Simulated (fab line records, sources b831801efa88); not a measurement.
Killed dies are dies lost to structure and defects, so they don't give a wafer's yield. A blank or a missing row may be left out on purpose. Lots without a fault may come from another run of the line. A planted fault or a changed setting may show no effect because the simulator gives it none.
Which tool did it? | flow sky130 | 14 lots, 42 wafers sampled, at 3 steps of a route of 708

WHAT THE GAUGES READ, wafer by wafer
SKY_METAL4_CD_MEAS_13: target cd 300 nm.
lot  | measured     | on        | cd_nm (nm)
L158 | day 41 19:30 | cd_sem-02 | 298.4 299.3 299.5
L159 | day 42 05:38 | cd_sem-01 | 298.2 298.8 296.3
L161 | day 42 15:23 | cd_sem-01 | 299.0 298.1 298.7
L165 | day 43 20:48 | cd_sem-01 | 296.7 298.2 298.0
L166 | day 44 10:38 | cd_sem-01 | 297.1 297.3 298.3
L167 | day 44 16:33 | cd_sem-01 | 298.9 299.2 299.6
L168 | day 44 23:00 | cd_sem-01 | 300.3 298.7 299.4
L175 | day 46 21:48 | cd_sem-02 | 302.8 303.4 302.3
L176 | day 46 21:59 | cd_sem-01 | 301.6 302.7 300.9
L177 | day 46 22:46 | cd_sem-01 | 299.9 300.4 299.8
L178 | day 47 00:36 | cd_sem-02 | 301.8 301.3 300.9
L179 | day 47 12:57 | cd_sem-01 | 299.8 298.3 298.5
L180 | day 47 14:12 | cd_sem-02 | 302.5 299.5 301.2
L181 | day 48 01:32 | cd_sem-01 | 300.5 301.5 302.0

SKY_VIA4_BOW_MEAS_03.
lot  | measured     | on            | VIA4_BOW (um)
L158 | day 41 21:07 | film_metro-02 | 78 92 83
L159 | day 42 07:17 | film_metro-02 | 73 68 78
L161 | day 42 17:34 | film_metro-02 | 68 71 77
L165 | day 43 22:25 | film_metro-04 | 80 79 71
L166 | day 44 12:15 | film_metro-01 | 71 78 78
L167 | day 44 18:15 | film_metro-01 | 72 78 82
L168 | day 45 00:43 | film_metro-01 | 84 73 78
L175 | day 46 23:27 | film_metro-04 | 78 73 90
L176 | day 47 00:01 | film_metro-01 | 85 76 62
L177 | day 47 00:23 | film_metro-04 | 85 75 81
L178 | day 47 02:15 | film_metro-02 | 84 75 80
L179 | day 47 14:42 | film_metro-01 | 77 88 77
L180 | day 47 15:59 | film_metro-04 | 84 76 81
L181 | day 48 03:11 | film_metro-02 | 70 61 67

WHICH TOOL RAN EACH LOT (tool, then ch and the chambers of the sampled wafers, then the start)
lot  | SKY_METAL4_ETCH_16
L158 | rie_metal-01 ch 0,1, day 41 19:40
L159 | rie_metal-02 ch 0,1, day 42 05:49
L161 | rie_metal-01 ch 0,1, day 42 15:34
L165 | rie_metal-04 ch 0,1, day 43 20:59
L166 | rie_metal-01 ch 0,1, day 44 10:49
L167 | rie_metal-04 ch 0, day 44 16:44
L168 | rie_metal-01 ch 1, day 44 23:10
L175 | rie_metal-01 ch 0,1, day 46 21:58
L176 | rie_metal-02 ch 0,1, day 46 22:10
L177 | rie_metal-04 ch 0,1, day 46 22:57
L178 | rie_metal-01 ch 0,1, day 47 00:47
L179 | rie_metal-01 ch 0,1, day 47 13:09
L180 | rie_metal-02 ch 0, day 47 14:22
L181 | rie_metal-01 ch 0,1, day 48 01:43
- SKY_METAL4_ETCH_16: etches BARC in N2/H2, stops on SiO2, time 88.2 s, target depth 60 nm.

WHAT THE TOOLS THEMSELVES READ (means of the sampled wafers that have a number; where no wafer has one, the mark that the record gives instead)
SKY_METAL4_ETCH_16.
lot  | tool         | drypump_motor_current_A (A) | he_backside_leak_sccm (sccm) | oes_product_au (a.u.) | rf_fwd_power_W (W) | throttle_valve_pct (%)
L158 | rie_metal-01 | 5.5                         | 3.5                          | 0.624                 | 497.4              | 13.209
L159 | rie_metal-02 | 5.6                         | 3.3                          | 0.621                 | 496.6              | 13.206
L161 | rie_metal-01 | 5.5                         | 3.3                          | 0.631                 | 496.3              | 13.199
L165 | rie_metal-04 | 5.7                         | 3.5                          | 0.627                 | 498.2              | 13.215
L166 | rie_metal-01 | 5.5                         | 3.4                          | 0.628                 | 499.1              | 13.205
L167 | rie_metal-04 | 6.2                         | 3.6                          | 0.625                 | 495.6              | 13.203
L168 | rie_metal-01 | 4.8                         | 3.1                          | 0.626                 | 498.5              | 13.206
L175 | rie_metal-01 | 5.2                         | 3.2                          | 0.625                 | 495.0              | 13.202
L176 | rie_metal-02 | 5.6                         | 3.3                          | 0.627                 | 496.6              | 13.209
L177 | rie_metal-04 | 5.7                         | 3.6                          | 0.625                 | 499.8              | 13.204
L178 | rie_metal-01 | 5.5                         | 3.3                          | 0.624                 | 494.9              | 13.210
L179 | rie_metal-01 | 5.5                         | 3.3                          | 0.622                 | 496.3              | 13.214
L180 | rie_metal-02 | 6.1                         | 3.6                          | 0.622                 | 495.6              | 13.202
L181 | rie_metal-01 | 5.5                         | 3.5                          | 0.622                 | 498.0              | 13.207

THE ANSWER, worked out from the rows above alone
Rule: what is usual is taken from the lots themselves. Put in order of their means at a reading, lots are off if they are a third of the lots or fewer, leave a main group of 4 or more, and stand apart from it by a gap of 3 or more times the standard deviation of the main group's means; of several such gaps the widest counts. A main group whose means are all the same, to the digits that the tables above print for the reading, isn't used. A lot without any number at a reading at which 4 lots or more have one is off too. The other lots that the step has rows for count as sound. The gauges are gone through in route order, then the tools' own readings, and for those a lot's mean is taken as printed above. The first step at which some lot is off is used, and at that step the reading that is off furthest; a lot without a number counts as furthest.
No lot is off at any reading shown: from this, nothing can be told.

WHAT THE SIMULATOR HAD PUT IN
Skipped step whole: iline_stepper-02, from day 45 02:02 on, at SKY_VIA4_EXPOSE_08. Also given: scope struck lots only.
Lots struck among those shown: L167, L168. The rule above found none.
